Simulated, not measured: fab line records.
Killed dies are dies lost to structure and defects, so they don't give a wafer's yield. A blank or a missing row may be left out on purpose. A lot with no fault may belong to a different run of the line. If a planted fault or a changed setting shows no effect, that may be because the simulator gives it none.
Commonality check across tools / flow gf180mcu / 45 wafers sampled across 13 lots

== WHAT PROMPTED THE OPENING ==
Of 13 lots, 2 have the reading MIM_CVD_05_THK flagged at GF_MIM_THK_MEAS_06. Wafers without a fault read 42.1 nm, standard deviation 0.62.
Rule: flag the lot when none of its wafers has a number, or when each of its wafers that has one lies beyond 4 standard deviations from that mean. All remaining lots are regarded as sound.

lot=L611; measured=day 24 16:43; on=film metro-03; MIM_CVD_05_THK (nm), wafer by wafer=42.5 41.8 42.6; flag=
lot=L612; measured=day 25 08:13; on=film metro-03; MIM_CVD_05_THK (nm), wafer by wafer=43.0 42.6 43.2; flag=
lot=L613; measured=day 25 14:10; on=film metro-02; MIM_CVD_05_THK (nm), wafer by wafer=41.9 41.9 42.5; flag=
lot=L614; measured=day 25 22:54; on=film metro-04; MIM_CVD_05_THK (nm), wafer by wafer=42.0 41.6 42.3; flag=
lot=L615; measured=day 26 05:01; on=film metro-03; MIM_CVD_05_THK (nm), wafer by wafer=41.9 42.6 43.1; flag=
lot=L616; measured=day 26 17:45; on=film metro-02; MIM_CVD_05_THK (nm), wafer by wafer=41.5 41.7 42.8; flag=
lot=L617; measured=day 26 21:23; on=film metro-02; MIM_CVD_05_THK (nm), wafer by wafer=42.0 42.5 43.3; flag=
lot=L618; measured=day 27 15:11; on=film metro-04; MIM_CVD_05_THK (nm), wafer by wafer=41.8 40.9 40.9; flag=
lot=L622; measured=day 28 10:58; on=film metro-02; MIM_CVD_05_THK (nm), wafer by wafer=58.1 58.0 58.9 58.1 58.0 58.9; flag=FLAGGED
lot=L625; measured=day 29 15:07; on=film metro-04; MIM_CVD_05_THK (nm), wafer by wafer=56.9 57.3 58.6 56.9 57.3 58.6; flag=FLAGGED
lot=L628; measured=day 30 05:02; on=film metro-04; MIM_CVD_05_THK (nm), wafer by wafer=41.3 42.4 42.2; flag=
lot=L633; measured=day 31 11:35; on=film metro-03; MIM_CVD_05_THK (nm), wafer by wafer=43.2 41.7 42.4; flag=
lot=L634; measured=day 31 16:55; on=film metro-03; MIM_CVD_05_THK (nm), wafer by wafer=42.5 41.3 42.4; flag=
The mean of the flagged lots' numbers is 58.0 nm, +15.9 nm from the usual (+26 standard deviations).

== WHICH TOOL EACH LOT WENT THROUGH ==
The record holds 2 process steps before the reading, out of a route of 602 steps. Read each cell as the tool, then ch plus the chambers that the sampled wafers visited, then the start.
lot=L611; flag=; GF_V4_ETCH_17=rie diel-01 ch 1,2,3, day 24 15:59 or earlier; GF_MIM_CVD_05=pecvd-02 ch 1,2, day 24 16:40
lot=L612; flag=; GF_V4_ETCH_17=rie diel-03 ch 1,3, day 25 07:29 or earlier; GF_MIM_CVD_05=pecvd-02 ch 0,1,2, day 25 08:11
lot=L613; flag=; GF_V4_ETCH_17=rie diel-03 ch 0,1,3, day 25 13:26 or earlier; GF_MIM_CVD_05=pecvd-02 ch 0,1,2, day 25 14:07
lot=L614; flag=; GF_V4_ETCH_17=rie diel-01 ch 0,1,3, day 25 22:10 or earlier; GF_MIM_CVD_05=pecvd-03 ch 0,2, day 25 22:51
lot=L615; flag=; GF_V4_ETCH_17=rie diel-01 ch 0,2,3, day 26 04:17 or earlier; GF_MIM_CVD_05=pecvd-03 ch 0,1,2, day 26 04:59
lot=L616; flag=; GF_V4_ETCH_17=rie diel-04 ch 0,1,2, day 26 17:01 or earlier; GF_MIM_CVD_05=pecvd-01 ch 0,1,2, day 26 17:42
lot=L617; flag=; GF_V4_ETCH_17=rie diel-03 ch 0,1, day 26 20:40 or earlier; GF_MIM_CVD_05=pecvd-03 ch 0,2, day 26 21:22
lot=L618; flag=; GF_V4_ETCH_17=rie diel-04 ch 0,2,3, day 27 14:28 or earlier; GF_MIM_CVD_05=pecvd-02 ch 0,1,2, day 27 15:10
lot=L622; flag=FLAGGED; GF_V4_ETCH_17=rie diel-03 ch 2,3, day 28 09:49 or earlier; GF_MIM_CVD_05=pecvd-03 ch 1,2, day 28 10:55
lot=L625; flag=FLAGGED; GF_V4_ETCH_17=rie diel-01 ch 0,1,3, day 29 14:23 or earlier; GF_MIM_CVD_05=pecvd-03 ch 0,1,2, day 29 15:04
lot=L628; flag=; GF_V4_ETCH_17=rie diel-03 ch 1,2,3, day 30 04:19 or earlier; GF_MIM_CVD_05=pecvd-02 ch 0,1,2, day 30 05:00
lot=L633; flag=; GF_V4_ETCH_17=rie diel-01 ch 2,3, day 31 10:51 or earlier; GF_MIM_CVD_05=pecvd-02 ch 0,1, day 31 11:32
lot=L634; flag=; GF_V4_ETCH_17=rie diel-04 ch 2,3, day 31 16:11 or earlier; GF_MIM_CVD_05=pecvd-02 ch 0,1,2, day 31 16:52
What the steps here do:
- GF_V4_ETCH_17: etches SiO2 in C4F8/O2/Ar, stops on TiN, target depth 630 nm.
- GF_MIM_CVD_05: deposits Si3N4, target thk 42 nm, time 29.086 s.
- GF_MIM_THK_MEAS_06

== FLAGGED AGAINST TOTAL, ONE TOOL AT A TIME (gauges that did the reading follow at the end) ==
step=GF_V4_ETCH_17; tool=rie diel-01; lots run=5; flagged=1; share of the flagged lots=some; sound lots run after its first flagged lot=1 (L633)
step=GF_V4_ETCH_17; tool=rie diel-03; lots run=5; flagged=1; share of the flagged lots=some; sound lots run after its first flagged lot=1 (L628)
step=GF_V4_ETCH_17; tool=rie diel-04; lots run=3; flagged=0; share of the flagged lots=none; sound lots run after its first flagged lot=-
step=GF_MIM_CVD_05; tool=pecvd-01; lots run=1; flagged=0; share of the flagged lots=none; sound lots run after its first flagged lot=-
step=GF_MIM_CVD_05; tool=pecvd-02; lots run=7; flagged=0; share of the flagged lots=none; sound lots run after its first flagged lot=-
step=GF_MIM_CVD_05; tool=pecvd-03; lots run=5; flagged=2; share of the flagged lots=all; sound lots run after its first flagged lot=0
step=GF_MIM_THK_MEAS_06; tool=film metro-02; lots run=4; flagged=1; share of the flagged lots=some; sound lots run after its first flagged lot=0
step=GF_MIM_THK_MEAS_06; tool=film metro-03; lots run=5; flagged=0; share of the flagged lots=none; sound lots run after its first flagged lot=-
step=GF_MIM_THK_MEAS_06; tool=film metro-04; lots run=4; flagged=1; share of the flagged lots=some; sound lots run after its first flagged lot=1 (L628)
GF_V4_ETCH_17 gives no start for some lots, so the hours and the order of its lots are those of GF_V4_RS_MEAS_24.

== WHAT THE TABLE PERMITS ==
In the table, 1 row covers all flagged lots: pecvd-03 at GF_MIM_CVD_05.
- pecvd-03 at GF_MIM_CVD_05: 2 of its 5 lots flagged. A fault beginning between L617 (day 26 21:22), its last sound lot, and L622 (day 28 10:55), its first flagged one, fits the data.
What remains is a single tool, pecvd-03 at GF_MIM_CVD_05.

== WHAT THE SIMULATOR HAD INSERTED ==
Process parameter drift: pecvd-03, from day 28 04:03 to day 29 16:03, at GF_MIM_CVD_05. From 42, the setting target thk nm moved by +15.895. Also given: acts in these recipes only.
Struck lots among those shown: L622, L625. The rule above found the same.
